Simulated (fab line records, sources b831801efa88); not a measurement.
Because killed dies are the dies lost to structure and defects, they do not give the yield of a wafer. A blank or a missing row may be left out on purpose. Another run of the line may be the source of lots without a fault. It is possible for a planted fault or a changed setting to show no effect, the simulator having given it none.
fab line records    flow gf180mcu
record: lots: 13  wafers: 37  last-day: 34
route steps=602 shown LVPWELL@62 M1@319 M4@460 V4@497
lots that met no fault: from a run of the same line without faults
start-h: the number of hours between the record's first day and the start of the first shown wafer of the lot    wait-h: hours elapsed since this lot's preceding step    " unchanged from the row above    L1.1+2: a single row standing in for several wafers    - no value, or no start was given    * or withheld: withheld    < > ~ a bound
route shown NAME@n: names a module that has steps shown in the file, with the first one's number in the route    usual: mean and standard deviation over wafers with no fault    same: alike in all rows    chamber/n: place in a boat    sites: per-site readings    _std_site: standard deviation across them    _edge_site: inner sites' mean taken away from outer sites' mean    radius-mm: how far each site lies from the wafer's centre    mask NAME#n: copy n    behind: tool/chamber where the wafer was last shaped    hold: the reason the lot was held/the length of the hold in hours/how it ended    device: the transistor (n, p or np) that didn't switch    end of line: the route-end tests of the same wafers    a step with no rows: only its recipe    killed: dies that structure and defects cost at the first sort, which is not the same as the wafer's yield    map: a wafer's dies, marking killed ones x, the rest . and places with no die _
set.NAME: the setting as run; set.NAME@STEP: as run at that earlier step    model.NAME: the simulator's own value behind a step, which no gauge read
a sample of lots followed through the steps of the route, with each step as a table and each wafer as a row
services: the hour from which a tool's chamber was out of use, counted from the record's first day as start-h (under 0 if before that day), plus the number of hours and why
== steps ==
step: GF_LVPWELL_IMPLANT_08
recipe: species: B  energy-kev: 170  dose-cm2: 1.5e+13  tilt-deg: 0
usual: tilt-deg: -0.002/0.019
lot.wafer  tool          chamber  start-h  wait-h  tilt-deg
L308.3     implanter-02  0        69.43    0.1     0.007
L308.4     "             0        "        "       0.023
L308.6     "             0        "        "       -0.004
L309.3     implanter-04  0        77.13    0.1     0.005
L309.4     "             0        "        "       0.019
L309.6     "             0        "        "       0.048
L311.2     implanter-04  0        85.40    0.0     -0.014
L311.4     "             0        "        "       -0.018
L311.6     "             0        "        "       0.021
L312.1     implanter-02  0        91.83    0.0     -0.005
L312.2     "             0        "        "       -0.016
L312.5     "             0        "        "       0.023
L315.5     implanter-04  0        107.38   0.1     -0.002
L322.1     implanter-01  0        147.33   0.0     -0.008
L322.3     "             0        "        "       0.000
L322.5     "             0        "        "       -0.012
L325.2     implanter-04  0        163.38   0.0     -0.028
L325.3     "             0        "        "       -0.019
L325.5     "             0        "        "       -0.027
L326.3     implanter-04  0        171.18   0.1     -0.037
L326.5     "             0        "        "       -0.015
L326.6     "             0        "        "       0.000
L327.3     implanter-04  0        182.23   0.1     -0.011
L327.4     "             0        "        "       -0.001
L327.6     "             0        "        "       0.026
L328.2     implanter-01  0        188.03   0.0     -0.001
L328.3     "             0        "        "       -0.021
L328.6     "             0        "        "       -0.028
L329.3     implanter-02  0        192.30   0.1     -0.004
L329.5     "             0        "        "       -0.018
L329.6     "             0        "        "       -0.011
L330.1     implanter-04  0        196.03   0.0     -0.002
L330.4     "             0        "        "       0.005
L330.6     "             0        "        "       -0.015
L331.3     implanter-02  0        203.78   0.1     -0.015
L331.4     "             0        "        "       0.002
L331.6     "             0        "        "       -0.003
step: GF_LVPWELL_TW_MEAS_11
usual: LVPWELL_TW: 565.0/2.8
lot.wafer  tool           chamber  start-h  wait-h  hold                      LVPWELL_TW
L308.3     film-metro-02  -        69.80    0.1     -                         563.5
L308.4     "              -        "        "       -                         565.0
L308.6     "              -        "        "       -                         560.9
L309.3     film-metro-02  -        77.50    0.1     -                         562.7
L309.4     "              -        "        "       -                         564.6
L309.6     "              -        "        "       -                         567.3
L311.2     film-metro-02  -        85.79    0.1     await-dispo/0.2h/release  553.6
L311.4     "              -        "        "       await-dispo/0.2h/release  562.7
L311.6     "              -        "        "       await-dispo/0.2h/release  564.7
L311.2     film-metro-02  -        86.02    0.2     -                         554.0
L311.4     "              -        "        "       -                         563.4
L311.6     "              -        "        "       -                         563.7
L312.1     film-metro-04  -        92.23    0.1     -                         566.0
L312.2     "              -        "        "       -                         565.1
L312.5     "              -        "        "       -                         564.0
L315.5     film-metro-02  -        107.72   0.0     await-dispo/0.2h/release  552.4
L315.5     film-metro-02  -        108.03   0.3     -                         551.7
L322.1     film-metro-02  -        147.73   0.1     -                         560.4
L322.3     "              -        "        "       -                         561.1
L322.5     "              -        "        "       -                         561.5
L325.2     film-metro-04  -        163.76   0.1     -                         566.6
L325.3     "              -        "        "       -                         564.3
L325.5     "              -        "        "       -                         567.3
L326.3     film-metro-01  -        171.55   0.1     -                         566.8
L326.5     "              -        "        "       -                         565.7
L326.6     "              -        "        "       -                         567.7
L327.3     film-metro-04  -        182.60   0.1     -                         563.9
L327.4     "              -        "        "       -                         566.4
L327.6     "              -        "        "       -                         566.1
L328.2     film-metro-02  -        188.41   0.1     -                         562.8
L328.3     "              -        "        "       -                         564.7
L328.6     "              -        "        "       -                         561.5
L329.3     film-metro-01  -        192.67   0.1     -                         570.5
L329.5     "              -        "        "       -                         573.2
L329.6     "              -        "        "       -                         571.1
L330.1     film-metro-02  -        196.43   0.1     -                         564.5
L330.4     "              -        "        "       -                         558.5
L330.6     "              -        "        "       -                         559.9
L331.3     film-metro-01  -        204.15   0.1     -                         567.3
L331.4     "              -        "        "       -                         563.9
L331.6     "              -        "        "       -                         568.4
step: GF_VT_IMPLANT_RS_MEAS_48
recipe: thk-meas-gauge: four-point-probe
usual: LVPWELL_RS: 1196/3.2
lot.wafer  tool           chamber  start-h  wait-h  hold                      LVPWELL_RS[ohm/sq]
L308.3     film-metro-01  -        157.67   0.1     -                         1196
L308.4     "              -        "        "       -                         1196
L308.6     "              -        "        "       -                         1196
L309.3     film-metro-04  -        167.57   0.1     -                         1194
L309.4     "              -        "        "       -                         1195
L309.6     "              -        "        "       -                         1194
L311.2     film-metro-04  -        176.75   0.1     await-dispo/0.2h/release  1239
L311.4     "              -        "        "       await-dispo/0.2h/release  1195
L311.6     "              -        "        "       await-dispo/0.2h/release  1195
L311.2     film-metro-04  -        177.04   0.3     -                         1236
L311.4     "              -        "        "       -                         1196
L311.6     "              -        "        "       -                         1195
L312.1     film-metro-04  -        184.89   0.1     -                         1195
L312.2     "              -        "        "       -                         1199
L312.5     "              -        "        "       -                         1197
L315.5     film-metro-01  -        202.36   0.1     await-dispo/0.2h/release  1239
L315.5     film-metro-01  -        202.65   0.3     -                         1234
L322.1     film-metro-02  -        252.08   0.1     -                         1194
L322.3     "              -        "        "       -                         1198
L322.5     "              -        "        "       -                         1195
L325.2     film-metro-01  -        270.70   0.1     -                         1199
L325.3     "              -        "        "       -                         1204
L325.5     "              -        "        "       -                         1203
L326.3     film-metro-02  -        279.12   0.1     -                         1197
L326.5     "              -        "        "       -                         1197
L326.6     "              -        "        "       -                         1196
L327.3     film-metro-02  -        292.07   0.1     -                         1197
L327.4     "              -        "        "       -                         1201
L327.6     "              -        "        "       -                         1197
L328.2     film-metro-01  -        301.90   0.1     -                         1193
L328.3     "              -        "        "       -                         1201
L328.6     "              -        "        "       -                         1201
L329.3     film-metro-01  -        305.07   0.1     -                         1197
L329.5     "              -        "        "       -                         1197
L329.6     "              -        "        "       -                         1191
L330.1     film-metro-01  -        310.75   0.1     -                         1200
L330.4     "              -        "        "       -                         1202
L330.6     "              -        "        "       -                         1203
L331.3     film-metro-04  -        319.22   0.1     -                         1193
L331.4     "              -        "        "       -                         1198
L331.6     "              -        "        "       -                         1202
step: GF_M1_SPUTTER_04
recipe: material: TiN  target-thk-nm: 50  power-w: 6500  time-s: 41.7  chamber-pressure-pa: 0.4
usual: throttle-valve-pct: 29.9/0.93
lot.wafer  tool            chamber  start-h  wait-h  throttle-valve-pct
L308.3     pvd-sputter-01  -        364.92   0.0     30.8
L308.4     "               -        "        "       31.1
L308.6     "               -        "        "       30.9
L309.3     pvd-sputter-04  -        375.53   0.0     31.1
L309.4     "               -        "        "       30.6
L309.6     "               -        "        "       30.5
L311.2     pvd-sputter-01  -        389.96   0.0     31.0
L311.4     "               -        "        "       31.2
L311.6     "               -        "        "       30.9
L312.1     pvd-sputter-02  -        400.69   0.0     29.0
L312.2     "               -        "        "       30.1
L312.5     "               -        "        "       30.2
L315.5     pvd-sputter-04  -        415.83   0.0     29.6
L322.1     pvd-sputter-02  -        482.92   0.0     29.0
L322.3     "               -        "        "       29.8
L322.5     "               -        "        "       28.3
L325.2     pvd-sputter-04  -        510.70   0.0     30.4
L325.3     "               -        "        "       29.1
L325.5     "               -        "        "       29.5
L326.3     pvd-sputter-04  -        518.24   0.0     30.3
L326.5     "               -        "        "       30.0
L326.6     "               -        "        "       31.0
L327.3     pvd-sputter-02  -        529.58   0.0     30.0
L327.4     "               -        "        "       29.0
L327.6     "               -        "        "       28.9
L328.2     pvd-sputter-02  -        541.50   0.0     29.6
L328.3     "               -        "        "       30.0
L328.6     "               -        "        "       30.1
L329.3     pvd-sputter-04  -        545.14   0.0     29.6
L329.5     "               -        "        "       29.9
L329.6     "               -        "        "       31.1
L330.1     pvd-sputter-01  -        556.99   0.0     31.5
L330.4     "               -        "        "       30.6
L330.6     "               -        "        "       31.2
L331.3     pvd-sputter-04  -        566.37   0.0     29.9
L331.4     "               -        "        "       30.9
L331.6     "               -        "        "       30.7
step: GF_M4_SPUTTER_04
recipe: material: TiN  target-thk-nm: 50  power-w: 6500  time-s: 41.7  chamber-pressure-pa: 0.4
usual: throttle-valve-pct: 30.3/1
lot.wafer  tool            chamber  start-h  wait-h  throttle-valve-pct
L308.3     pvd-sputter-03  -        514.68   0.0     32.3
L308.4     "               -        "        "       30.3
L308.6     "               -        "        "       32.3
L309.3     pvd-sputter-01  -        523.46   0.0     29.6
L309.4     "               -        "        "       31.2
L309.6     "               -        "        "       31.5
L311.2     pvd-sputter-02  -        539.74   0.0     29.3
L311.4     "               -        "        "       30.0
L311.6     "               -        "        "       29.9
L312.1     pvd-sputter-03  -        550.73   0.0     30.0
L312.2     "               -        "        "       29.9
L312.5     "               -        "        "       32.1
L315.5     pvd-sputter-02  -        564.95   0.0     29.9
L322.1     pvd-sputter-03  -        628.40   0.0     30.0
L322.3     "               -        "        "       32.3
L322.5     "               -        "        "       32.2
L325.2     pvd-sputter-01  -        651.76   0.0     30.7
L325.3     "               -        "        "       31.2
L325.5     "               -        "        "       31.2
L326.3     pvd-sputter-02  -        654.96   0.0     30.0
L326.5     "               -        "        "       28.3
L326.6     "               -        "        "       30.1
L327.3     pvd-sputter-02  -        665.23   0.0     30.0
L327.4     "               -        "        "       29.8
L327.6     "               -        "        "       28.8
L328.2     pvd-sputter-01  -        676.51   0.0     31.2
L328.3     "               -        "        "       31.6
L328.6     "               -        "        "       30.8
L329.3     pvd-sputter-03  -        679.77   0.0     30.3
L329.5     "               -        "        "       29.7
L329.6     "               -        "        "       32.0
L330.1     pvd-sputter-03  -        687.31   0.0     32.1
L330.4     "               -        "        "       31.2
L330.6     "               -        "        "       29.7
L331.3     pvd-sputter-01  -        696.76   0.0     30.7
L331.4     "               -        "        "       30.8
L331.6     "               -        "        "       31.2
step: GF_V4_SPUTTER_21
recipe: material: Ti  target-thk-nm: 15  chamber-pressure-pa: 5  power-w: 2500  substrate-temp-c: 200  time-s: 80.02
usual: substrate-temp-c: 200.00/0.17  throttle-valve-pct: 30.5/0.92
lot.wafer  tool            chamber  start-h  wait-h  substrate-temp-c  throttle-valve-pct
L308.3     pvd-sputter-04  -        562.42   0.0     199.88            29.1
L308.4     "               -        "        "       200.29            31.0
L308.6     "               -        "        "       200.10            29.9
L309.3     pvd-sputter-04  -        569.07   0.0     199.94            30.0
L309.4     "               -        "        "       200.12            30.7
L309.6     "               -        "        "       200.25            31.0
L311.2     pvd-sputter-03  -        586.30   0.0     200.21            30.1
L311.4     "               -        "        "       200.05            30.2
L311.6     "               -        "        "       200.17            30.8
L312.1     pvd-sputter-01  -        596.49   0.0     200.10            31.1
L312.2     "               -        "        "       200.40            31.3
L312.5     "               -        "        "       199.88            29.5
L315.5     pvd-sputter-03  -        609.46   0.0     200.13            29.7
L322.1     pvd-sputter-03  -        670.79   0.0     199.83            31.0
L322.3     "               -        "        "       199.90            29.9
L322.5     "               -        "        "       199.98            30.0
L325.2     pvd-sputter-04  -        691.93   0.0     199.94            29.2
L325.3     "               -        "        "       200.33            30.2
L325.5     "               -        "        "       199.94            31.0
L326.3     pvd-sputter-01  -        695.29   0.0     199.88            30.7
L326.5     "               -        "        "       199.79            29.2
L326.6     "               -        "        "       200.00            31.4
L327.3     pvd-sputter-01  -        704.99   0.0     200.40            31.3
L327.4     "               -        "        "       200.10            29.4
L327.6     "               -        "        "       200.05            30.7
L328.2     pvd-sputter-01  -        715.53   0.0     200.05            29.5
L328.3     "               -        "        "       200.15            31.4
L328.6     "               -        "        "       199.57            29.5
L329.3     pvd-sputter-03  -        719.25   0.0     199.81            30.0
L329.5     "               -        "        "       200.09            32.4
L329.6     "               -        "        "       199.81            29.8
L330.1     pvd-sputter-03  -        726.31   0.0     200.16            29.6
L330.4     "               -        "        "       199.86            32.0
L330.6     "               -        "        "       200.08            30.3
L331.3     pvd-sputter-04  -        734.95   0.0     200.04            29.9
L331.4     "               -        "        "       199.98            30.9
L331.6     "               -        "        "       200.10            31.0
== services ==
tool            chamber  start-h  hours  kind
pvd-sputter-04  -        48.94    11.0   repair
pvd-sputter-01  -        49.25    3.2    repair
implanter-04    -        115.04   11.6   repair
implanter-04    -        135.41   5.5    repair
pvd-sputter-04  -        140.54   3.4    repair
pvd-sputter-04  -        186.28   1.1    repair
pvd-sputter-03  -        278.44   1.1    repair
implanter-02    -        283.52   4.5    pm
implanter-04    -        316.81   6.3    pm
pvd-sputter-02  -        337.11   0.6    repair
implanter-02    -        352.74   3.3    repair
implanter-02    -        369.37   2.8    repair
implanter-02    -        378.80   1.1    repair
implanter-04    -        382.40   4.3    repair
pvd-sputter-01  -        397.91   6.1    repair
implanter-04    -        476.94   2.5    repair
implanter-04    -        539.44   3.4    pm
implanter-02    -        565.97   5.1    repair
implanter-04    -        578.59   3.9    repair
implanter-04    -        589.52   8.4    repair
pvd-sputter-04  -        615.04   2.4    repair
pvd-sputter-01  -        652.05   24.1   repair
pvd-sputter-04  -        701.15   1.3    repair
pvd-sputter-04  -        714.41   4.5    repair
== key ==
first-sign: step: GF_LVPWELL_TW_MEAS_11  reading: visit  direction: added
effect: step: GF_LVPWELL_TW_MEAS_11  reading: LVPWELL_TW  direction: down  sigmas: 4.3  usual: 565.0  struck: 553.0
effect: step: GF_VT_IMPLANT_RS_MEAS_48  reading: LVPWELL_RS  direction: up  sigmas: 13  usual: 1196  struck: 1239
met-at GF_LVPWELL_IMPLANT_08
struck-lots L311,L315
struck-wafers L311.2,L315.5
tester-left-out L311,L315
not-acting-at GF_M1_SPUTTER_04,GF_M4_SPUTTER_04,GF_V4_SPUTTER_21
onset-between 77.13 85.40
fault: kind: process-parameter-drift  tool: implanter-04  chamber: -  onset-h: 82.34  steps: GF_LVPWELL_IMPLANT_08  channel: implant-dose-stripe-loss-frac  offset: 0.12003  shape: step  end-h: 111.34  scope: struck-wafers-only
tester-left-out: of these lots the tester's yield and bins aren't shown, on N5 and GAA mostly nor the transistor test; their killed dies are dies lost to structure and defects alone, not to doping, threshold or leakage, so they don't give the yield
